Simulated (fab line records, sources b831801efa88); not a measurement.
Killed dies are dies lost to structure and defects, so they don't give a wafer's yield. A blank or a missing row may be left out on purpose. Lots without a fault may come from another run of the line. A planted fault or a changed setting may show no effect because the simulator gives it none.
Which tool did it? | flow gf180mcu | 12 lots, 36 wafers sampled, at 5 steps of a route of 602

WHAT THE GAUGES READ, wafer by wafer
GF_V3_THK_MEAS_03.
lot  | measured     | on            | V3_CVD_02_THK (nm)
L966 | day 21 05:38 | film_metro-01 | 853 846 857
L968 | day 21 22:53 | film_metro-01 | 852 855 837
L970 | day 22 21:33 | film_metro-01 | 847 844 864
L971 | day 23 06:00 | film_metro-04 | 839 852 849
L975 | day 24 16:56 | film_metro-04 | 827 829 852
L976 | day 24 23:29 | film_metro-02 | 841 858 855
L977 | day 25 05:30 | film_metro-01 | 850 858 871
L979 | day 26 06:35 | film_metro-01 | 836 843 854
L986 | day 28 03:10 | film_metro-02 | 846 866 863
L987 | day 28 09:56 | film_metro-01 | 846 860 869
L988 | day 28 15:09 | film_metro-01 | 838 854 849
L989 | day 28 21:49 | film_metro-01 | 842 842 845

GF_M4_RS_MEAS_05: measures by four-point-probe.
lot  | measured     | on            | M4_ALCU_RS (ohm/sq)
L966 | day 22 07:53 | film_metro-02 | 0.0696 0.0684 0.0699
L968 | day 23 00:53 | film_metro-02 | 0.0699 0.0694 0.0686
L970 | day 23 22:01 | film_metro-02 | 0.0688 0.0697 0.0693
L971 | day 24 06:09 | film_metro-04 | 0.0688 0.0700 0.0691
L975 | day 25 17:00 | film_metro-04 | 0.0690 0.0696 0.0681
L976 | day 25 22:38 | film_metro-04 | 0.0687 0.0679 0.0687
L977 | day 26 04:22 | film_metro-04 | 0.0695 0.0697 0.0697
L979 | day 27 05:02 | film_metro-04 | 0.0696 0.0701 0.0695
L986 | day 29 00:04 | film_metro-04 | 0.0691 0.0695 0.0694
L987 | day 29 07:11 | film_metro-02 | 0.0694 0.0707 0.0701
L988 | day 29 12:18 | film_metro-04 | 0.0683 0.0680 0.0690
L989 | day 29 18:46 | film_metro-04 | 0.0708 0.0704 0.0714

GF_M4_CD_MEAS_14: target cd 280 nm.
lot  | measured     | on        | cd_nm (nm)
L966 | day 23 07:10 | cd_sem-02 | 282.7 281.1 282.0
L968 | day 23 23:29 | cd_sem-02 | 280.0 279.5 278.1
L970 | day 24 20:46 | cd_sem-02 | 279.1 278.4 279.2
L971 | day 25 04:01 | cd_sem-02 | 281.8 280.7 281.3
L975 | day 26 13:47 | cd_sem-01 | 281.1 280.7 280.8
L976 | day 26 18:56 | cd_sem-02 | 280.2 280.9 279.3
L977 | day 27 00:58 | cd_sem-01 | 280.1 279.5 280.3
L979 | day 28 00:32 | cd_sem-02 | 280.1 279.1 280.7
L986 | day 29 19:23 | cd_sem-01 | 280.4 279.9 280.2
L987 | day 30 01:55 | cd_sem-02 | 281.0 280.5 280.2
L988 | day 30 06:55 | cd_sem-02 | 280.9 279.4 279.1
L989 | day 30 13:00 | cd_sem-02 | 280.9 281.1 280.5

GF_V4_THK_MEAS_03.
lot  | measured     | on            | V4_CVD_02_THK (nm)
L966 | day 23 08:11 | film_metro-01 | 851 860 863
L968 | day 24 00:32 | film_metro-04 | 845 846 863
L970 | day 24 21:45 | film_metro-04 | 869 854 872
L971 | day 25 05:02 | film_metro-01 | 849 849 865
L975 | day 26 14:56 | film_metro-01 | 833 853 857
L976 | day 26 20:04 | film_metro-01 | 876 857 868
L977 | day 27 02:07 | film_metro-04 | 1557 866 863
L979 | day 28 01:40 | film_metro-01 | 835 1530 845
L986 | day 29 20:25 | film_metro-01 | 837 859 849
L987 | day 30 03:01 | film_metro-01 | 825 829 857
L988 | day 30 07:54 | film_metro-01 | 841 838 861
L989 | day 30 13:59 | film_metro-01 | 848 852 848

WHICH TOOL RAN EACH LOT (tool, then ch and the chambers of the sampled wafers, then the start)
lot  | GF_V4_CVD_02
L966 | pecvd-02 ch 1,2, day 23 08:04
L968 | pecvd-02 ch 1,2, day 24 00:26
L970 | pecvd-01 ch 0,1,2, day 24 21:40
L971 | pecvd-01 ch 1,2, day 25 04:57
L975 | pecvd-02 ch 1,2, day 26 14:50
L976 | pecvd-02 ch 1,2, day 26 19:58
L977 | pecvd-02 ch 1,2, day 27 02:00
L979 | pecvd-02 ch 0,1,2, day 28 01:36
L986 | pecvd-01 ch 0,1,2, day 29 20:22
L987 | pecvd-01 ch 0,1,2, day 30 02:52
L988 | pecvd-01 ch 0,1, day 30 07:49
L989 | pecvd-03 ch 0,1,2, day 30 13:55
- GF_V4_CVD_02: deposits SiO2 from TEOS, target thk 850 nm, time 94.851 s.

WHAT THE TOOLS THEMSELVES READ (means of the sampled wafers that have a number; where no wafer has one, the mark that the record gives instead)
GF_V4_CVD_02.
lot  | tool     | heater_power_w (W) | rf_fwd_power_W (W)
L966 | pecvd-02 | 767                | 598.4
L968 | pecvd-02 | 757                | 598.9
L970 | pecvd-01 | 588                | 597.6
L971 | pecvd-01 | 660                | 596.7
L975 | pecvd-02 | 817                | 592.2
L976 | pecvd-02 | 870                | 596.5
L977 | pecvd-02 | 729                | 597.3
L979 | pecvd-02 | 838                | 597.5
L986 | pecvd-01 | 592                | 596.2
L987 | pecvd-01 | 656                | 595.7
L988 | pecvd-01 | 624                | 595.9
L989 | pecvd-03 | 741                | 596.0

THE ANSWER, worked out from the rows above alone
Rule: what is usual is taken from the lots themselves. Put in order of their means at a reading, lots are off if they are a third of the lots or fewer, leave a main group of 4 or more, and stand apart from it by a gap of 3 or more times the standard deviation of the main group's means; of several such gaps the widest counts. A main group whose means are all the same, to the digits that the tables above print for the reading, isn't used. A lot without any number at a reading at which 4 lots or more have one is off too. The other lots that the step has rows for count as sound. The gauges are gone through in route order, then the tools' own readings, and for those a lot's mean is taken as printed above. The first step at which some lot is off is used, and at that step the reading that is off furthest; a lot without a number counts as furthest.
Off: L977, L979, at GF_V4_THK_MEAS_03 (V4_CVD_02_THK). The main group: mean 852 nm, standard deviation 8.5.
A tool fits if, at a process step before that reading, it ran every lot that is off, and no sound lot after the first of them. The gauges at GF_V4_THK_MEAS_03 are tried like those tools. One fits: pecvd-02 at GF_V4_CVD_02. Its last sound lot is L976 (day 26 19:58), its first lot that is off L977 (day 27 02:00): a fault that began between those two fits.

WHAT THE SIMULATOR HAD PUT IN
Process parameter drift: pecvd-02, from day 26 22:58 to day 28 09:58, at GF_V4_CVD_02. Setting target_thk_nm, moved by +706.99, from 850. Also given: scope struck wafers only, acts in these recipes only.
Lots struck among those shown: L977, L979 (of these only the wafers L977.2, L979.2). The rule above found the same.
